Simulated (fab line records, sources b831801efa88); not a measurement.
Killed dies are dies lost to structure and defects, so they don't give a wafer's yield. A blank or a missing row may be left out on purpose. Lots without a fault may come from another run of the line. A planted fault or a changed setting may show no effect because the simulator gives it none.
Problem report in the 8D (eight disciplines) form, filled by code | flow sky130 | the parts of the form that need people (team, actions taken, sign-off) are left out

1. THE PROBLEM
CONTACT_W_RS at SKY_CONTACT_RS_MEAS_25 reads a mean of 0.494 ohm/sq on 4 wafers of 3 lots; wafers without a fault read 0.338 ohm/sq with a standard deviation of 0.005. That is +31 standard deviations from the usual mean.
The step: measures by four-point-probe.
First seen on wafer L785.4, day 33 02:40, on film_metro-02. The record holds 28 wafers of 10 lots with a number at this step. Rule for "out", or "out of limits": more than 4 standard deviations from the usual mean. The other wafers with a number count as sound.

2. WHAT IT IS AND WHAT IT IS NOT
question                    | is                             | is not
which readings at this step | CONTACT_W_RS                   | -
which lots                  | L785, L786, L789               | L793, L794, L797, L798, L799, L800, L801
which wafers of those lots  | L785.4, L785.6, L786.4, L789.6 | L786.3, L789.2, L789.5
read on which gauges        | film_metro-01, film_metro-02   | -
when                        | from day 33 02:40              | up to then (0 sound wafers); but 24 sound wafers of L786, L789, L793, L794, L797, L798, L799, L800, L801 came after

3. SUSPECTS, AND WHAT RULES EACH OUT
Counting: a tool at a process step up to the reading stays a suspect if it ran every lot that is out. Sound lots after the first of them don't rule it out here, since some wafers of a struck lot are sound.
- the gauge at SKY_CONTACT_RS_MEAS_25: ruled out. The wafers that are out were read on 2 gauges (film_metro-01, film_metro-02).
- cvd_w-01 at SKY_CONTACT_CVD_24 (deposits W, target thk 340 nm, time 102.12 s): kept. It ran every lot that is out, first L785 (day 33 02:32).
Left after counting: cvd_w-01 at SKY_CONTACT_CVD_24.

4. THE CAUSE (what the simulator had put in)
Process parameter drift: cvd_w-01, from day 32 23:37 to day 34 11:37, at SKY_CONTACT_CVD_24. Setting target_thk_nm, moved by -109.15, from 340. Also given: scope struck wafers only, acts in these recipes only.
Counting left only this tool.

5. THE CHAIN OF EFFECTS, in route order
Each row: a reading whose mean over the struck wafers that have a number lies more than 3 standard deviations from the usual. Only readings for which the record gives a usual standard deviation are gone through. hours: the time from each lot's start at the first step in this table that gives one to its start at this step, as a median over the lots. sigmas: the change in usual standard deviations.
hours | step                    | reading            | usual        | on struck wafers | change | sigmas
0     | SKY_CONTACT_RS_MEAS_25  | CONTACT_W_RS       | 0.338 ohm/sq | 0.494            | +0.156 | +31
2     | SKY_CONTACT_THK_MEAS_26 | CONTACT_W_THK      | 335 nm       | 233              | -102   | -17
8     | SKY_CONTACT_CMP_27      | time_to_endpoint_s | 82.1 s       | 55.9             | -26.2  | -11
The process steps in it:
- SKY_CONTACT_CMP_27: polishes, stops on SiO2, t overpolish 15 s, target thk 0 nm.

6. WHAT WOULD HAVE CAUGHT IT SOONER
In this record the first reading out of limits at a measuring or inspecting step was taken at day 33 02:40, 3 hours after the fault began at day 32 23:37.
Of the tool readings at SKY_CONTACT_CVD_24 for which the record gives a usual standard deviation, none was out on any struck wafer, so an alarm limit of 4 standard deviations on them would not have fired.
Of the lots that are out (3), L786, L789 began SKY_CONTACT_CVD_24 on cvd_w-01 after day 33 02:40. A hold on the tool at that time would have spared those 2.
